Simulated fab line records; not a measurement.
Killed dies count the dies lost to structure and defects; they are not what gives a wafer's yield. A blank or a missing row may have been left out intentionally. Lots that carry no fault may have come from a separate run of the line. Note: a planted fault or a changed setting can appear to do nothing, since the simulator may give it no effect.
fab line records || flow sky130 || part 2 of 2: steps 42 to 42 of 42
record {"lots": 6, "wafers": 18, "last_day": 50}
route steps=708 shown RES_XHIGH@339 SD_N@342 SD_P@359 SALICIDE@361 LI_CONTACT@362 PAD_OPEN@708
lots untouched by any fault: they come from a run of this same line in which no faults occurred
start_h: hours from the record's opening day to when the first of the lot's shown wafers began || wait_h: time in hours since the lot's previous step || " repeats the value in the row above || L1.1+2: a row that stands for several wafers || - no value present, or no start provided || * or withheld: withheld || < > ~ a bound
route shown NAME@n: NAME is a module with steps in the file, n the number in the route of the first one || usual: mean/standard deviation taken from wafers without a fault || same: alike in all rows || chamber/n: place in a boat || sites: readings site by site || _std_site: the values' standard deviation || _edge_site: the outer-site mean with the inner-site mean subtracted || radius_mm: for every site, how far away it sits from the centre of the wafer || mask NAME#n: copy n || behind: the most recent tool/chamber to have shaped the wafer || hold: cause of the lot's hold/its duration in hours/its outcome || device: transistor that didn't switch, given as n, p or np || end of line: the same wafers' tests at the end of the route || step lacking rows: just its recipe || killed: dies that structure and defects cost at the first sort, which is not the same as the wafer's yield || map: the dies of a wafer, with x for killed, . for not killed, _ for no die there
set.NAME: setting as actually run; set.NAME@STEP: the setting as run at that earlier step || model.NAME: the simulator's own value behind a step, which no gauge read
lots at some steps of the route; a table a step, a row a wafer
services: when a tool's chamber went out of use (start_h, in hours from the record's first day, below 0 if earlier), for how many hours, and the reason
## steps
# step SKY_PAD_OPEN_PROBE_99
# usual {"killed_at_M0_to_M3": "44/6.9", "killed_at_M4_up": "3.3/2", "killed_at_contacts": "25/5.4", "killed_at_front_end": "16/4.6", "killed_at_other": "0.2/0.51", "killed_dies": "88/8.9", "killed_open": "48/6.8", "killed_short": "39/5.8"}
# same {"gross_dies": 492, "killed_at_back_side": 0}
{"lot.wafer": "L347.2", "tool": "prober-01", "chamber": "-", "start_h": 1113.62, "wait_h": 0.1, "killed_at_M0_to_M3": 54, "killed_at_M4_up": 6, "killed_at_contacts": 36, "killed_at_front_end": 24, "killed_at_other": 1, "killed_dies": 121, "killed_open": 64, "killed_short": 57, "model.etest.diode_nwell_sub.leak_log10_a_cm2": -7.449, "model.etest.diode_dnwell_sub.leak_log10_a_cm2": -7.299, "model.etest.diode_pwell_dnwell.leak_log10_a_cm2": -7.481, "model.etest.diode_pdiff_nwell_hv.leak_log10_a_cm2": -6.441, "model.etest.diode_ndiff_pwell_hv.leak_log10_a_cm2": -6.695, "model.etest.diode_pdiff_nwell.leak_log10_a_cm2": -6.855, "model.etest.diode_ndiff_pwell.leak_log10_a_cm2": -7.194, "model.etest.nfet_16v.off_log10_a_um": -13.88}
{"lot.wafer": "L347.4", "tool": "prober-01", "chamber": "-", "start_h": 1113.72, "wait_h": 0.2, "killed_at_M0_to_M3": 40, "killed_at_M4_up": 4, "killed_at_contacts": 19, "killed_at_front_end": 11, "killed_at_other": 1, "killed_dies": 75, "killed_open": 43, "killed_short": 31, "model.etest.diode_nwell_sub.leak_log10_a_cm2": -7.397, "model.etest.diode_dnwell_sub.leak_log10_a_cm2": -7.33, "model.etest.diode_pwell_dnwell.leak_log10_a_cm2": -7.343, "model.etest.diode_pdiff_nwell_hv.leak_log10_a_cm2": -6.493, "model.etest.diode_ndiff_pwell_hv.leak_log10_a_cm2": -6.584, "model.etest.diode_pdiff_nwell.leak_log10_a_cm2": -7.289, "model.etest.diode_ndiff_pwell.leak_log10_a_cm2": -7.527, "model.etest.nfet_16v.off_log10_a_um": -13.97}
{"lot.wafer": "L347.5", "tool": "prober-01", "chamber": "-", "start_h": 1113.77, "wait_h": 0.2, "killed_at_M0_to_M3": 51, "killed_at_M4_up": 2, "killed_at_contacts": 19, "killed_at_front_end": 22, "killed_at_other": 1, "killed_dies": 95, "killed_open": 48, "killed_short": 46, "model.etest.diode_nwell_sub.leak_log10_a_cm2": -7.329, "model.etest.diode_dnwell_sub.leak_log10_a_cm2": -7.164, "model.etest.diode_pwell_dnwell.leak_log10_a_cm2": -7.635, "model.etest.diode_pdiff_nwell_hv.leak_log10_a_cm2": -6.548, "model.etest.diode_ndiff_pwell_hv.leak_log10_a_cm2": -6.747, "model.etest.diode_pdiff_nwell.leak_log10_a_cm2": -7.083, "model.etest.diode_ndiff_pwell.leak_log10_a_cm2": -7.22, "model.etest.nfet_16v.off_log10_a_um": -13.92}
{"lot.wafer": "L348.1", "tool": "prober-02", "chamber": "-", "start_h": 1114.69, "wait_h": 0.1, "killed_at_M0_to_M3": 45, "killed_at_M4_up": 8, "killed_at_contacts": 31, "killed_at_front_end": 9, "killed_at_other": 0, "killed_dies": 93, "killed_open": 45, "killed_short": 48, "model.etest.diode_nwell_sub.leak_log10_a_cm2": -7.016, "model.etest.diode_dnwell_sub.leak_log10_a_cm2": -7.187, "model.etest.diode_pwell_dnwell.leak_log10_a_cm2": -7.513, "model.etest.diode_pdiff_nwell_hv.leak_log10_a_cm2": -6.734, "model.etest.diode_ndiff_pwell_hv.leak_log10_a_cm2": -6.654, "model.etest.diode_pdiff_nwell.leak_log10_a_cm2": -7.221, "model.etest.diode_ndiff_pwell.leak_log10_a_cm2": -7.259, "model.etest.nfet_16v.off_log10_a_um": -13.83}
{"lot.wafer": "L348.2", "tool": "prober-02", "chamber": "-", "start_h": 1114.74, "wait_h": 0.1, "killed_at_M0_to_M3": 34, "killed_at_M4_up": 1, "killed_at_contacts": 27, "killed_at_front_end": 20, "killed_at_other": 0, "killed_dies": 82, "killed_open": 39, "killed_short": 42, "model.etest.diode_nwell_sub.leak_log10_a_cm2": -7.472, "model.etest.diode_dnwell_sub.leak_log10_a_cm2": -7.514, "model.etest.diode_pwell_dnwell.leak_log10_a_cm2": -7.417, "model.etest.diode_pdiff_nwell_hv.leak_log10_a_cm2": -6.67, "model.etest.diode_ndiff_pwell_hv.leak_log10_a_cm2": -6.667, "model.etest.diode_pdiff_nwell.leak_log10_a_cm2": -7.111, "model.etest.diode_ndiff_pwell.leak_log10_a_cm2": -7.075, "model.etest.nfet_16v.off_log10_a_um": -13.89}
{"lot.wafer": "L348.5", "tool": "prober-02", "chamber": "-", "start_h": 1114.89, "wait_h": 0.2, "killed_at_M0_to_M3": 39, "killed_at_M4_up": 3, "killed_at_contacts": 23, "killed_at_front_end": 19, "killed_at_other": 0, "killed_dies": 84, "killed_open": 45, "killed_short": 39, "model.etest.diode_nwell_sub.leak_log10_a_cm2": -7.315, "model.etest.diode_dnwell_sub.leak_log10_a_cm2": -7.326, "model.etest.diode_pwell_dnwell.leak_log10_a_cm2": -7.689, "model.etest.diode_pdiff_nwell_hv.leak_log10_a_cm2": -6.799, "model.etest.diode_ndiff_pwell_hv.leak_log10_a_cm2": -6.962, "model.etest.diode_pdiff_nwell.leak_log10_a_cm2": -7.348, "model.etest.diode_ndiff_pwell.leak_log10_a_cm2": -6.846, "model.etest.nfet_16v.off_log10_a_um": -13.8}
{"lot.wafer": "L349.2", "tool": "prober-01", "chamber": "-", "start_h": 1122.22, "wait_h": 0.1, "killed_at_M0_to_M3": 44, "killed_at_M4_up": 3, "killed_at_contacts": 25, "killed_at_front_end": 15, "killed_at_other": 0, "killed_dies": 87, "killed_open": 44, "killed_short": 42, "model.etest.diode_nwell_sub.leak_log10_a_cm2": -7.548, "model.etest.diode_dnwell_sub.leak_log10_a_cm2": -7.233, "model.etest.diode_pwell_dnwell.leak_log10_a_cm2": -7.502, "model.etest.diode_pdiff_nwell_hv.leak_log10_a_cm2": -6.872, "model.etest.diode_ndiff_pwell_hv.leak_log10_a_cm2": -6.766, "model.etest.diode_pdiff_nwell.leak_log10_a_cm2": -7.207, "model.etest.diode_ndiff_pwell.leak_log10_a_cm2": -7.325, "model.etest.nfet_16v.off_log10_a_um": -13.74}
{"lot.wafer": "L349.4", "tool": "prober-01", "chamber": "-", "start_h": 1122.32, "wait_h": 0.2, "killed_at_M0_to_M3": 46, "killed_at_M4_up": 4, "killed_at_contacts": 26, "killed_at_front_end": 20, "killed_at_other": 0, "killed_dies": 96, "killed_open": 51, "killed_short": 45, "model.etest.diode_nwell_sub.leak_log10_a_cm2": -7.134, "model.etest.diode_dnwell_sub.leak_log10_a_cm2": -7.106, "model.etest.diode_pwell_dnwell.leak_log10_a_cm2": -7.457, "model.etest.diode_pdiff_nwell_hv.leak_log10_a_cm2": -6.778, "model.etest.diode_ndiff_pwell_hv.leak_log10_a_cm2": -6.849, "model.etest.diode_pdiff_nwell.leak_log10_a_cm2": -7.16, "model.etest.diode_ndiff_pwell.leak_log10_a_cm2": -7.42, "model.etest.nfet_16v.off_log10_a_um": -13.77}
{"lot.wafer": "L349.5", "tool": "prober-01", "chamber": "-", "start_h": 1122.37, "wait_h": 0.2, "killed_at_M0_to_M3": 42, "killed_at_M4_up": 1, "killed_at_contacts": 20, "killed_at_front_end": 21, "killed_at_other": 0, "killed_dies": 84, "killed_open": 49, "killed_short": 34, "model.etest.diode_nwell_sub.leak_log10_a_cm2": -7.194, "model.etest.diode_dnwell_sub.leak_log10_a_cm2": -7.251, "model.etest.diode_pwell_dnwell.leak_log10_a_cm2": -7.388, "model.etest.diode_pdiff_nwell_hv.leak_log10_a_cm2": -6.616, "model.etest.diode_ndiff_pwell_hv.leak_log10_a_cm2": -6.554, "model.etest.diode_pdiff_nwell.leak_log10_a_cm2": -7.433, "model.etest.diode_ndiff_pwell.leak_log10_a_cm2": -7.236, "model.etest.nfet_16v.off_log10_a_um": -13.9}
{"lot.wafer": "L351.1", "tool": "prober-01", "chamber": "-", "start_h": 1135.61, "wait_h": 0.1, "killed_at_M0_to_M3": 49, "killed_at_M4_up": 7, "killed_at_contacts": 20, "killed_at_front_end": 9, "killed_at_other": 0, "killed_dies": 85, "killed_open": 47, "killed_short": 34, "model.etest.diode_nwell_sub.leak_log10_a_cm2": -7.428, "model.etest.diode_dnwell_sub.leak_log10_a_cm2": -7.557, "model.etest.diode_pwell_dnwell.leak_log10_a_cm2": -7.702, "model.etest.diode_pdiff_nwell_hv.leak_log10_a_cm2": -6.659, "model.etest.diode_ndiff_pwell_hv.leak_log10_a_cm2": -6.644, "model.etest.diode_pdiff_nwell.leak_log10_a_cm2": -7.357, "model.etest.diode_ndiff_pwell.leak_log10_a_cm2": -7.562, "model.etest.nfet_16v.off_log10_a_um": -13.77}
{"lot.wafer": "L351.2", "tool": "prober-01", "chamber": "-", "start_h": 1135.66, "wait_h": 0.1, "killed_at_M0_to_M3": 42, "killed_at_M4_up": 7, "killed_at_contacts": 25, "killed_at_front_end": 16, "killed_at_other": 0, "killed_dies": 90, "killed_open": 50, "killed_short": 39, "model.etest.diode_nwell_sub.leak_log10_a_cm2": -7.156, "model.etest.diode_dnwell_sub.leak_log10_a_cm2": -7.141, "model.etest.diode_pwell_dnwell.leak_log10_a_cm2": -7.381, "model.etest.diode_pdiff_nwell_hv.leak_log10_a_cm2": -6.213, "model.etest.diode_ndiff_pwell_hv.leak_log10_a_cm2": -6.738, "model.etest.diode_pdiff_nwell.leak_log10_a_cm2": -7.393, "model.etest.diode_ndiff_pwell.leak_log10_a_cm2": -7.412, "model.etest.nfet_16v.off_log10_a_um": -14.01}
{"lot.wafer": "L351.3", "tool": "prober-01", "chamber": "-", "start_h": 1135.71, "wait_h": 0.2, "killed_at_M0_to_M3": 51, "killed_at_M4_up": 4, "killed_at_contacts": 16, "killed_at_front_end": 14, "killed_at_other": 0, "killed_dies": 85, "killed_open": 48, "killed_short": 37, "model.etest.diode_nwell_sub.leak_log10_a_cm2": -7.136, "model.etest.diode_dnwell_sub.leak_log10_a_cm2": -7.289, "model.etest.diode_pwell_dnwell.leak_log10_a_cm2": -7.784, "model.etest.diode_pdiff_nwell_hv.leak_log10_a_cm2": -6.604, "model.etest.diode_ndiff_pwell_hv.leak_log10_a_cm2": -6.531, "model.etest.diode_pdiff_nwell.leak_log10_a_cm2": -7.433, "model.etest.diode_ndiff_pwell.leak_log10_a_cm2": -7.481, "model.etest.nfet_16v.off_log10_a_um": -13.86}
{"lot.wafer": "L359.4", "tool": "prober-02", "chamber": "-", "start_h": 1198.43, "wait_h": 0.2, "killed_at_M0_to_M3": 48, "killed_at_M4_up": 4, "killed_at_contacts": 30, "killed_at_front_end": 16, "killed_at_other": 1, "killed_dies": 99, "killed_open": 55, "killed_short": 44, "model.etest.diode_nwell_sub.leak_log10_a_cm2": -6.647, "model.etest.diode_dnwell_sub.leak_log10_a_cm2": -6.559, "model.etest.diode_pwell_dnwell.leak_log10_a_cm2": -6.906, "model.etest.diode_pdiff_nwell_hv.leak_log10_a_cm2": -6.448, "model.etest.diode_ndiff_pwell_hv.leak_log10_a_cm2": -6.207, "model.etest.diode_pdiff_nwell.leak_log10_a_cm2": -7.118, "model.etest.diode_ndiff_pwell.leak_log10_a_cm2": -7.085, "model.etest.nfet_16v.off_log10_a_um": -13.59}
{"lot.wafer": "L359.5", "tool": "prober-02", "chamber": "-", "start_h": 1198.48, "wait_h": 0.2, "killed_at_M0_to_M3": 37, "killed_at_M4_up": 2, "killed_at_contacts": 27, "killed_at_front_end": 17, "killed_at_other": 0, "killed_dies": 83, "killed_open": 46, "killed_short": 37, "model.etest.diode_nwell_sub.leak_log10_a_cm2": -6.277, "model.etest.diode_dnwell_sub.leak_log10_a_cm2": -6.464, "model.etest.diode_pwell_dnwell.leak_log10_a_cm2": -6.818, "model.etest.diode_pdiff_nwell_hv.leak_log10_a_cm2": -6.396, "model.etest.diode_ndiff_pwell_hv.leak_log10_a_cm2": -6.3, "model.etest.diode_pdiff_nwell.leak_log10_a_cm2": -6.974, "model.etest.diode_ndiff_pwell.leak_log10_a_cm2": -6.844, "model.etest.nfet_16v.off_log10_a_um": -13.61}
{"lot.wafer": "L359.6", "tool": "prober-02", "chamber": "-", "start_h": 1198.53, "wait_h": 0.2, "killed_at_M0_to_M3": 48, "killed_at_M4_up": 5, "killed_at_contacts": 23, "killed_at_front_end": 12, "killed_at_other": 0, "killed_dies": 88, "killed_open": 54, "killed_short": 34, "model.etest.diode_nwell_sub.leak_log10_a_cm2": -6.556, "model.etest.diode_dnwell_sub.leak_log10_a_cm2": -6.659, "model.etest.diode_pwell_dnwell.leak_log10_a_cm2": -6.905, "model.etest.diode_pdiff_nwell_hv.leak_log10_a_cm2": -6.308, "model.etest.diode_ndiff_pwell_hv.leak_log10_a_cm2": -6.294, "model.etest.diode_pdiff_nwell.leak_log10_a_cm2": -6.927, "model.etest.diode_ndiff_pwell.leak_log10_a_cm2": -6.78, "model.etest.nfet_16v.off_log10_a_um": -13.53}
{"lot.wafer": "L360.1", "tool": "prober-02", "chamber": "-", "start_h": 1199.78, "wait_h": 0.1, "killed_at_M0_to_M3": 35, "killed_at_M4_up": 2, "killed_at_contacts": 28, "killed_at_front_end": 15, "killed_at_other": 10, "killed_dies": 90, "killed_open": 45, "killed_short": 35, "model.etest.diode_nwell_sub.leak_log10_a_cm2": -6.434, "model.etest.diode_dnwell_sub.leak_log10_a_cm2": -6.357, "model.etest.diode_pwell_dnwell.leak_log10_a_cm2": -6.8, "model.etest.diode_pdiff_nwell_hv.leak_log10_a_cm2": -6.313, "model.etest.diode_ndiff_pwell_hv.leak_log10_a_cm2": -6.652, "model.etest.diode_pdiff_nwell.leak_log10_a_cm2": -6.938, "model.etest.diode_ndiff_pwell.leak_log10_a_cm2": -6.881, "model.etest.nfet_16v.off_log10_a_um": -13.76}
{"lot.wafer": "L360.4", "tool": "prober-02", "chamber": "-", "start_h": 1199.93, "wait_h": 0.2, "killed_at_M0_to_M3": 52, "killed_at_M4_up": 2, "killed_at_contacts": 18, "killed_at_front_end": 22, "killed_at_other": 0, "killed_dies": 94, "killed_open": 58, "killed_short": 35, "model.etest.diode_nwell_sub.leak_log10_a_cm2": -6.514, "model.etest.diode_dnwell_sub.leak_log10_a_cm2": -6.463, "model.etest.diode_pwell_dnwell.leak_log10_a_cm2": -6.943, "model.etest.diode_pdiff_nwell_hv.leak_log10_a_cm2": -6.395, "model.etest.diode_ndiff_pwell_hv.leak_log10_a_cm2": -6.331, "model.etest.diode_pdiff_nwell.leak_log10_a_cm2": -7.308, "model.etest.diode_ndiff_pwell.leak_log10_a_cm2": -7.066, "model.etest.nfet_16v.off_log10_a_um": -13.7}
{"lot.wafer": "L360.6", "tool": "prober-02", "chamber": "-", "start_h": 1200.03, "wait_h": 0.2, "killed_at_M0_to_M3": 37, "killed_at_M4_up": 1, "killed_at_contacts": 28, "killed_at_front_end": 17, "killed_at_other": 12, "killed_dies": 95, "killed_open": 47, "killed_short": 36, "model.etest.diode_nwell_sub.leak_log10_a_cm2": -6.465, "model.etest.diode_dnwell_sub.leak_log10_a_cm2": -6.697, "model.etest.diode_pwell_dnwell.leak_log10_a_cm2": -6.852, "model.etest.diode_pdiff_nwell_hv.leak_log10_a_cm2": -6.344, "model.etest.diode_ndiff_pwell_hv.leak_log10_a_cm2": -6.681, "model.etest.diode_pdiff_nwell.leak_log10_a_cm2": -6.979, "model.etest.diode_ndiff_pwell.leak_log10_a_cm2": -6.868, "model.etest.nfet_16v.off_log10_a_um": -13.65}
# killed by level:class
L347.2 CONTACT:geometric_particle:open=19 VIA1:geometric_particle:open=10 FIELD_ISO:geometric_particle:short=8 METAL2:geometric_particle:short=8 VIA3:geometric_particle:open=7 VIA3:geometric_particle:short=7 POLY_GATE:geometric_particle:open=6 LI_CONTACT:geometric_particle:open=6
L347.4 CONTACT:geometric_particle:open=10 VIA1:geometric_particle:open=7 METAL1:geometric_particle:short=5 METAL2:geometric_particle:short=5 LI_CONTACT:geometric_particle:open=4 VIA3:geometric_particle:short=4 VIA3:geometric_particle:open=4 FIELD_ISO:geometric_particle:open=3
L347.5 CONTACT:geometric_particle:open=9 METAL2:geometric_particle:short=9 VIA1:geometric_particle:open=8 VIA2:geometric_particle:open=8 FIELD_ISO:geometric_particle:short=7 VIA2:geometric_particle:short=7 POLY_GATE:geometric_particle:open=5 METAL2:geometric_particle:open=5
L348.1 CONTACT:geometric_particle:open=10 VIA1:geometric_particle:open=10 LI_CONTACT:geometric_particle:open=7 VIA1:geometric_particle:short=7 METAL4:geometric_particle:short=6 LOCAL_INTERCONNECT:geometric_particle:short=5 VIA3:geometric_particle:open=5 CONTACT:geometric_particle:short=5
L348.2 CONTACT:geometric_particle:open=13 FIELD_ISO:geometric_particle:short=8 VIA1:geometric_particle:open=8 CONTACT:geometric_particle:short=6 VIA2:geometric_particle:open=5 METAL3:geometric_particle:short=5 FIELD_ISO:geometric_particle:open=4 POLY_GATE:geometric_particle:short=4
L348.5 CONTACT:geometric_particle:open=9 VIA1:geometric_particle:open=8 FIELD_ISO:geometric_particle:open=7 FIELD_ISO:geometric_particle:short=7 VIA1:geometric_particle:short=7 LI_CONTACT:geometric_particle:open=6 VIA3:geometric_particle:open=6 LOCAL_INTERCONNECT:geometric_particle:short=5
L349.2 LOCAL_INTERCONNECT:geometric_particle:short=9 METAL1:geometric_particle:short=8 VIA1:geometric_particle:open=8 VIA3:geometric_particle:open=7 CONTACT:geometric_particle:open=6 VIA2:geometric_particle:open=6 FIELD_ISO:geometric_particle:open=5 FIELD_ISO:geometric_particle:short=5
L349.4 CONTACT:geometric_particle:open=12 VIA1:geometric_particle:open=9 FIELD_ISO:geometric_particle:open=8 VIA1:geometric_particle:short=8 FIELD_ISO:geometric_particle:short=6 VIA3:geometric_particle:open=5 LI_CONTACT:geometric_particle:open=5 VIA2:geometric_particle:short=5
L349.5 VIA1:geometric_particle:open=10 VIA2:geometric_particle:open=7 VIA3:geometric_particle:open=7 LI_CONTACT:geometric_particle:open=6 CONTACT:geometric_particle:open=6 CONTACT:geometric_particle:short=5 METAL2:geometric_particle:short=5 FIELD_ISO:geometric_particle:open=4
L351.1 VIA1:geometric_particle:open=13 LI_CONTACT:geometric_particle:open=10 METAL1:geometric_particle:short=7 CONTACT:geometric_particle:open=6 VIA3:geometric_particle:open=6 FIELD_ISO:geometric_particle:open=5 METAL2:geometric_particle:short=5 VIA1:geometric_particle:short=5
L351.2 VIA1:geometric_particle:open=15 CONTACT:geometric_particle:open=11 FIELD_ISO:geometric_particle:open=8 VIA1:geometric_particle:short=7 METAL4:geometric_particle:short=6 LI_CONTACT:geometric_particle:open=6 METAL1:geometric_particle:short=5 METAL2:geometric_particle:short=4
L351.3 VIA1:geometric_particle:open=12 METAL1:geometric_particle:short=8 VIA2:geometric_particle:open=8 VIA3:geometric_particle:open=7 FIELD_ISO:geometric_particle:open=6 LI_CONTACT:geometric_particle:open=4 CONTACT:geometric_particle:short=4 VIA3:geometric_particle:short=3
L359.4 LI_CONTACT:geometric_particle:open=12 METAL1:geometric_particle:short=9 VIA3:geometric_particle:open=7 CONTACT:geometric_particle:open=7 VIA1:geometric_particle:open=7 VIA2:geometric_particle:open=7 POLY_GATE:geometric_particle:open=6 LI_CONTACT:geometric_particle:short=4
L359.5 CONTACT:geometric_particle:open=10 VIA1:geometric_particle:open=7 VIA3:geometric_particle:open=6 LI_CONTACT:geometric_particle:open=6 VIA1:geometric_particle:short=6 METAL1:geometric_particle:short=5 POLY_GATE:geometric_particle:short=4 POLY_GATE:geometric_particle:open=4
L359.6 VIA1:geometric_particle:open=10 VIA2:geometric_particle:open=8 VIA3:geometric_particle:open=7 CONTACT:geometric_particle:open=7 VIA1:geometric_particle:short=6 LI_CONTACT:geometric_particle:open=6 CONTACT:geometric_particle:short=6 POLY_GATE:geometric_particle:open=5
L360.1 VIA1:geometric_particle:open=10 CAPM:area_etch=10 CONTACT:geometric_particle:open=9 LI_CONTACT:geometric_particle:open=7 CONTACT:geometric_particle:short=7 FIELD_ISO:geometric_particle:open=5 POLY_CUT:geometric_particle:short=5 VIA1:geometric_particle:short=5
L360.4 VIA1:geometric_particle:open=9 CONTACT:geometric_particle:open=9 VIA2:geometric_particle:open=9 FIELD_ISO:geometric_particle:short=8 FIELD_ISO:geometric_particle:open=6 POLY_GATE:geometric_particle:open=6 VIA3:geometric_particle:open=6 METAL2:geometric_particle:short=6
L360.6 CAPM:area_etch=12 CONTACT:geometric_particle:open=10 VIA1:geometric_particle:open=9 LI_CONTACT:geometric_particle:open=7 VIA3:geometric_particle:open=7 LOCAL_INTERCONNECT:geometric_particle:short=6 FIELD_ISO:geometric_particle:open=5 FIELD_ISO:geometric_particle:short=5
## services
{"tool": "plasma_asher-03", "chamber": "-", "start_h": 654.65, "hours": 7.1, "kind": "repair"}
{"tool": "rie_diel-02", "chamber": 0, "start_h": 668.96, "hours": "-", "kind": "clean"}
{"tool": "rie_diel-02", "chamber": 0, "start_h": 668.96, "hours": 17.5, "kind": "scheduled_down"}
{"tool": "rie_diel-02", "chamber": 0, "start_h": 668.96, "hours": 17.5, "kind": "vent_cycle"}
{"tool": "plasma_asher-04", "chamber": "-", "start_h": 685.78, "hours": 0.7, "kind": "repair"}
{"tool": "rie_diel-04", "chamber": 2, "start_h": 699.43, "hours": "-", "kind": "clean"}
{"tool": "rie_diel-04", "chamber": 2, "start_h": 699.43, "hours": 22.0, "kind": "scheduled_down"}
{"tool": "rie_diel-04", "chamber": 2, "start_h": 699.43, "hours": 22.0, "kind": "vent_cycle"}
{"tool": "plasma_asher-01", "chamber": "-", "start_h": 705.27, "hours": 3.0, "kind": "repair"}
{"tool": "plasma_asher-03", "chamber": "-", "start_h": 710.59, "hours": 2.8, "kind": "pm"}
{"tool": "implanter-03", "chamber": "-", "start_h": 719.66, "hours": 1.3, "kind": "repair"}
{"tool": "rie_diel-02", "chamber": 2, "start_h": 720.69, "hours": 4.6, "kind": "repair"}
{"tool": "plasma_asher-04", "chamber": "-", "start_h": 733.75, "hours": 9.0, "kind": "pm"}
{"tool": "plasma_asher-04", "chamber": 0, "start_h": 733.75, "hours": 9.0, "kind": "vent_cycle"}
{"tool": "plasma_asher-04", "chamber": 1, "start_h": 733.75, "hours": 9.0, "kind": "vent_cycle"}
{"tool": "plasma_asher-04", "chamber": 0, "start_h": 742.75, "hours": "-", "kind": "clean"}
{"tool": "plasma_asher-04", "chamber": 1, "start_h": 742.75, "hours": "-", "kind": "clean"}
{"tool": "implanter-03", "chamber": "-", "start_h": 780.38, "hours": 3.5, "kind": "repair"}
{"tool": "rtp_anneal-02", "chamber": "-", "start_h": 795.06, "hours": 3.6, "kind": "pm"}
{"tool": "plasma_asher-03", "chamber": "-", "start_h": 807.09, "hours": 1.6, "kind": "repair"}
{"tool": "plasma_asher-01", "chamber": "-", "start_h": 811.22, "hours": 5.8, "kind": "repair"}
{"tool": "plasma_asher-03", "chamber": "-", "start_h": 820.61, "hours": 0.4, "kind": "repair"}
{"tool": "rie_diel-02", "chamber": 3, "start_h": 826.35, "hours": "-", "kind": "clean"}
{"tool": "rie_diel-04", "chamber": 2, "start_h": 843.66, "hours": 11.7, "kind": "repair"}
## key
first_sign none at tools or gauges
model_effect {"step": "SKY_PAD_OPEN_PROBE_99", "value": "etest.diode_nwell_sub.leak_log10_a_cm2", "without": -7.216, "struck": -6.482}
met_at SKY_SD_N_IMPLANT_09
struck_wafers L359.4,L359.5,L359.6,L360.1,L360.4,L360.6
tester_left_out L359,L360
baseline_loss {"step": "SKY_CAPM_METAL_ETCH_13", "wafers": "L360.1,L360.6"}
onset_between 724.42 819.36
also_fits time
fault {"kind": "metallic_contamination_source", "tool": "implanter-03", "chamber": "-", "onset_h": 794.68, "steps": "SKY_SD_N_IMPLANT_09", "rate_cm2_per_visit": 5.6383e+11, "species": "metal_fe_cm2"}
# tester_left_out: of these lots the tester's yield and bins aren't shown, on N5 and GAA mostly nor the transistor test; their killed dies are dies lost to structure and defects alone, not to doping, threshold or leakage, so they don't give the yield
# baseline_loss: these wafers lose ten dies or more at that step, a loss of the line's own and not of a fault; the sort's usual values leave them out
